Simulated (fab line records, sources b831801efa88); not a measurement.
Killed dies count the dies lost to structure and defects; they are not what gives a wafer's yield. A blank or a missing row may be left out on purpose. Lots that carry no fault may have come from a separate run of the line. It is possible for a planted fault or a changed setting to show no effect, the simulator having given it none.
Problem report in the 8D (eight disciplines) form, filled by code    flow sky130    the parts of the form that need people (team, actions taken, sign-off) are left out

1. PROBLEM STATEMENT
Wafers without a fault read 90.9 s, standard deviation 0.41; run-length-s at SKY_CAP2M_METAL_ETCH_13 reads a mean of 86.4 s on 2 wafers belonging to 2 lots. That is -11 standard deviations from the usual mean.
The step: etches TiN in Cl2/BCl3, stops on SiO2, target depth 220 nm, time 62.9 s.
First observed at day 44 14:49: wafer L214.2, on rie-metal-04. At this step, 33 wafers from 11 lots have a number in the record. The rule behind "out" and "out of limits": a value lying over 4 standard deviations away from the usual mean. Any other wafer with a number is counted as sound.

2. WHAT THIS IS AND IS NOT
question                     is                            is not
which readings at this step  run-length-s, oes-product-au  mfc-cl2-sccm
which lots                   L214, L215                    L204, L208, L210, L219, L221, L222, L225, L226, L227
which wafers of those lots   L214.2, L215.5                L214.1, L214.5, L215.1, L215.4
read on which tools          rie-metal-04                  rie-metal-01, rie-metal-02
when                         from day 44 14:49             up to then (11 sound wafers); but 20 sound wafers of L215, L219, L221, L222, L225, L226, L227 came after

3. WHAT RULES OUT EACH SUSPECT
Counting: a tool at a process step up to the reading stays a suspect if it ran every lot that is out. Sound lots after the first of them don't rule it out here, since some wafers of a struck lot are sound.
- rie-metal-04 at SKY_CAP2M_METAL_ETCH_13 (etches TiN in Cl2/BCl3, stops on SiO2, target depth 220 nm, time 62.9 s): kept. It ran every lot that is out, first L214 (day 44 14:49); its last sound lot up to then is L208 (day 41 23:39). On those wafers its own readings are out: oes-product-au, run-length-s.
- Within rie-metal-04 at SKY_CAP2M_METAL_ETCH_13: the wafers that are out ran in chamber 1; their sound lot-mates ran in chamber 0.
After counting, what remains is rie-metal-04 at SKY_CAP2M_METAL_ETCH_13.

4. THE CAUSE (what the simulator had put in)
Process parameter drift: rie-metal-04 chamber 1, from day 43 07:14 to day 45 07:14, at SKY_CAP2M_METAL_ETCH_13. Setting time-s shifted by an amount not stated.
After counting, this tool was the only one left.

5. SEQUENCE OF EFFECTS, ordered by route
Rows list readings where the struck wafers' mean (over those with a number) sits beyond 3 standard deviations from the usual. Only readings whose record carries a usual standard deviation are examined. hours: median over the lots of the time between each lot's start at the first step of this table that gives one and its start at this step. sigmas: the change, counted in usual standard deviations.
hours  step                     reading         usual       on struck wafers  change  sigmas
0      SKY_CAP2M_METAL_ETCH_13  oes-product-au  0.941 a.u.  1.002             +0.061  +7.8
0      SKY_CAP2M_METAL_ETCH_13  run-length-s    90.9 s      86.4              -4.5    -11
The process steps in it:
- SKY_CAP2M_METAL_ETCH_13: etches TiN in Cl2/BCl3, stops on SiO2, target depth 220 nm, time 62.9 s.

6. HOW IT WOULD HAVE BEEN CAUGHT EARLIER
First out-of-limits reading in this record: day 44 14:49, which is 32 hours after fault onset at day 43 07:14.
